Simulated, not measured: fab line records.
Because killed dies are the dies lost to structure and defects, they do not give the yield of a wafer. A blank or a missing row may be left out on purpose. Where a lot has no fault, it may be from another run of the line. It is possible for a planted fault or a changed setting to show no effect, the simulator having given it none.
Commonality check across tools || flow gf180mcu || Lots sampled 12, wafers sampled 36

WHY IT WAS OPENED
2 of 12 lots carry a flag on the reading MVPSD_TW at GF_MVPSD_TW_MEAS_11. Wafers without a fault read 558.8, standard deviation 2.7.
Rule: a lot is flagged in two cases, either no wafer of it has a number, or all its wafers with numbers fall more than 4 standard deviations from that mean. The rest of the lots are taken to be sound.

{"lot": "L457", "measured": "day 5 00:46", "on": "film-metro-01", "MVPSD_TW, wafer by wafer": "557.8 559.4 558.2", "flag": ""}
{"lot": "L459", "measured": "day 5 12:41", "on": "film-metro-02", "MVPSD_TW, wafer by wafer": "563.2 560.7 559.2", "flag": ""}
{"lot": "L461", "measured": "day 6 02:18", "on": "film-metro-02", "MVPSD_TW, wafer by wafer": "561.5 560.1 561.8", "flag": ""}
{"lot": "L462", "measured": "day 6 07:25", "on": "film-metro-03", "MVPSD_TW, wafer by wafer": "560.9 564.0 562.2", "flag": ""}
{"lot": "L463", "measured": "day 6 12:11", "on": "film-metro-03", "MVPSD_TW, wafer by wafer": "560.9 560.7 559.0", "flag": ""}
{"lot": "L464", "measured": "day 6 19:26", "on": "film-metro-01", "MVPSD_TW, wafer by wafer": "556.0 554.5 553.7", "flag": ""}
{"lot": "L466", "measured": "day 7 05:47", "on": "film-metro-01", "MVPSD_TW, wafer by wafer": "554.8 555.1 555.7", "flag": ""}
{"lot": "L475", "measured": "day 9 11:52", "on": "film-metro-03", "MVPSD_TW, wafer by wafer": "578.7 578.9 579.8", "flag": "FLAGGED"}
{"lot": "L476", "measured": "day 9 18:27", "on": "film-metro-03", "MVPSD_TW, wafer by wafer": "576.4 577.4 578.6", "flag": "FLAGGED"}
{"lot": "L477", "measured": "day 9 23:28", "on": "film-metro-01", "MVPSD_TW, wafer by wafer": "557.1 556.1 557.4", "flag": ""}
{"lot": "L478", "measured": "day 10 07:25", "on": "film-metro-01", "MVPSD_TW, wafer by wafer": "560.5 556.0 560.3", "flag": ""}
{"lot": "L479", "measured": "day 10 13:14", "on": "film-metro-02", "MVPSD_TW, wafer by wafer": "560.1 564.1 562.8", "flag": ""}
The numbers of the flagged lots are 578.3 on average: +19.5 against the usual, or +7 standard deviations.

WHICH TOOL EACH LOT WENT THROUGH
Before the reading, the record contains 3 process steps out of a 602-step route. Read each cell as the tool, then ch plus the chambers that the sampled wafers visited, then the start.
{"lot": "L457", "flag": "", "GF_STI_CMP_25": "cmp-02 ch 0,1, day 2 03:52", "GF_LVPWELL_STRIP_10": "plasma-asher-03 ch 0,1, day 3 21:19", "GF_MVPSD_IMPLANT_09": "implanter-02 ch 0, day 5 00:31"}
{"lot": "L459", "flag": "", "GF_STI_CMP_25": "cmp-02 ch 0,1, day 2 14:29", "GF_LVPWELL_STRIP_10": "plasma-asher-03 ch 0, day 4 07:25", "GF_MVPSD_IMPLANT_09": "implanter-02 ch 0, day 5 12:26"}
{"lot": "L461", "flag": "", "GF_STI_CMP_25": "cmp-02 ch 1,2,3, day 3 00:46", "GF_LVPWELL_STRIP_10": "plasma-asher-03 ch 0,1, day 4 20:31", "GF_MVPSD_IMPLANT_09": "implanter-02 ch 0, day 6 02:04"}
{"lot": "L462", "flag": "", "GF_STI_CMP_25": "cmp-01 ch 0,1,2, day 3 06:18", "GF_LVPWELL_STRIP_10": "plasma-asher-03 ch 0, day 5 01:37", "GF_MVPSD_IMPLANT_09": "implanter-04 ch 0, day 6 07:10"}
{"lot": "L463", "flag": "", "GF_STI_CMP_25": "cmp-01 ch 2,3, day 3 10:10", "GF_LVPWELL_STRIP_10": "plasma-asher-02 ch 0,1, day 5 06:02", "GF_MVPSD_IMPLANT_09": "implanter-04 ch 0, day 6 11:58"}
{"lot": "L464", "flag": "", "GF_STI_CMP_25": "cmp-02 ch 0,3, day 3 16:58", "GF_LVPWELL_STRIP_10": "plasma-asher-01 ch 0, day 5 12:56", "GF_MVPSD_IMPLANT_09": "implanter-02 ch 0, day 6 19:13"}
{"lot": "L466", "flag": "", "GF_STI_CMP_25": "cmp-02 ch 2,3, day 4 01:38", "GF_LVPWELL_STRIP_10": "plasma-asher-03 ch 0,1, day 5 22:33", "GF_MVPSD_IMPLANT_09": "implanter-02 ch 0, day 7 05:32"}
{"lot": "L475", "flag": "FLAGGED", "GF_STI_CMP_25": "cmp-02 ch 0,2,3, day 6 00:50", "GF_LVPWELL_STRIP_10": "plasma-asher-01 ch 0,1, day 8 01:14", "GF_MVPSD_IMPLANT_09": "implanter-02 ch 0, day 9 11:38"}
{"lot": "L476", "flag": "FLAGGED", "GF_STI_CMP_25": "cmp-01 ch 0,3, day 6 04:52", "GF_LVPWELL_STRIP_10": "plasma-asher-02 ch 0,1, day 8 07:40", "GF_MVPSD_IMPLANT_09": "implanter-02 ch 0, day 9 18:14"}
{"lot": "L477", "flag": "", "GF_STI_CMP_25": "cmp-01 ch 0,2,3, day 6 10:38", "GF_LVPWELL_STRIP_10": "plasma-asher-02 ch 0,1, day 8 13:20", "GF_MVPSD_IMPLANT_09": "implanter-01 ch 0, day 9 23:13"}
{"lot": "L478", "flag": "", "GF_STI_CMP_25": "cmp-01 ch 0,2,3, day 6 15:33", "GF_LVPWELL_STRIP_10": "plasma-asher-02 ch 0,1, day 8 19:23", "GF_MVPSD_IMPLANT_09": "implanter-04 ch 0, day 10 07:10"}
{"lot": "L479", "flag": "", "GF_STI_CMP_25": "cmp-01 ch 0,1, day 6 21:07", "GF_LVPWELL_STRIP_10": "plasma-asher-02 ch 0,1, day 9 01:34", "GF_MVPSD_IMPLANT_09": "implanter-04 ch 0, day 10 12:59"}
What is done by these steps:
- GF_STI_CMP_25: polishes, stops on Si3N4, t overpolish 33 s, target thk 524.6 nm.
- GF_LVPWELL_STRIP_10: strips in O2/N2.
- GF_MVPSD_IMPLANT_09
- GF_MVPSD_TW_MEAS_11

FLAGGED AGAINST TOTAL, ONE TOOL AT A TIME (gauges that did the reading follow at the end)
{"step": "GF_STI_CMP_25", "tool": "cmp-01", "lots run": 6, "flagged": 1, "share of the flagged lots": "some", "sound lots run after its first flagged lot": "3 (L477,L478,L479)"}
{"step": "GF_STI_CMP_25", "tool": "cmp-02", "lots run": 6, "flagged": 1, "share of the flagged lots": "some", "sound lots run after its first flagged lot": 0}
{"step": "GF_LVPWELL_STRIP_10", "tool": "plasma-asher-01", "lots run": 2, "flagged": 1, "share of the flagged lots": "some", "sound lots run after its first flagged lot": 0}
{"step": "GF_LVPWELL_STRIP_10", "tool": "plasma-asher-02", "lots run": 5, "flagged": 1, "share of the flagged lots": "some", "sound lots run after its first flagged lot": "3 (L477,L478,L479)"}
{"step": "GF_LVPWELL_STRIP_10", "tool": "plasma-asher-03", "lots run": 5, "flagged": 0, "share of the flagged lots": "none", "sound lots run after its first flagged lot": "-"}
{"step": "GF_MVPSD_IMPLANT_09", "tool": "implanter-01", "lots run": 1, "flagged": 0, "share of the flagged lots": "none", "sound lots run after its first flagged lot": "-"}
{"step": "GF_MVPSD_IMPLANT_09", "tool": "implanter-02", "lots run": 7, "flagged": 2, "share of the flagged lots": "all", "sound lots run after its first flagged lot": 0}
{"step": "GF_MVPSD_IMPLANT_09", "tool": "implanter-04", "lots run": 4, "flagged": 0, "share of the flagged lots": "none", "sound lots run after its first flagged lot": "-"}
{"step": "GF_MVPSD_TW_MEAS_11", "tool": "film-metro-01", "lots run": 5, "flagged": 0, "share of the flagged lots": "none", "sound lots run after its first flagged lot": "-"}
{"step": "GF_MVPSD_TW_MEAS_11", "tool": "film-metro-02", "lots run": 3, "flagged": 0, "share of the flagged lots": "none", "sound lots run after its first flagged lot": "-"}
{"step": "GF_MVPSD_TW_MEAS_11", "tool": "film-metro-03", "lots run": 4, "flagged": 2, "share of the flagged lots": "all", "sound lots run after its first flagged lot": 0}

WHAT THE TABLE PERMITS
implanter-02 at GF_MVPSD_IMPLANT_09 and film-metro-03 at GF_MVPSD_TW_MEAS_11 are the 2 rows of the table that ran each flagged lot.
- implanter-02 at GF_MVPSD_IMPLANT_09 ran 7 lots, 2 of them flagged. Its last sound lot is L466 (day 7 05:32), its first flagged lot L475 (day 9 11:38): a fault that began between those two fits. Its own readings lie more than 4 standard deviations out on every wafer of the flagged lots: dose-ions-cm2, faraday-current-uA.
- film-metro-03 at GF_MVPSD_TW_MEAS_11 ran 4 lots, 2 of them flagged. Its last sound lot is L463 (day 6 12:11), its first flagged lot L475 (day 9 11:52): a fault that began between those two fits.
Counting lots can't tell these 2 tools apart, because each fits a fault that began at some hour. More lots, or a look at what each step does to the wafer, might.

WHAT THE SIMULATOR HAD PUT IN
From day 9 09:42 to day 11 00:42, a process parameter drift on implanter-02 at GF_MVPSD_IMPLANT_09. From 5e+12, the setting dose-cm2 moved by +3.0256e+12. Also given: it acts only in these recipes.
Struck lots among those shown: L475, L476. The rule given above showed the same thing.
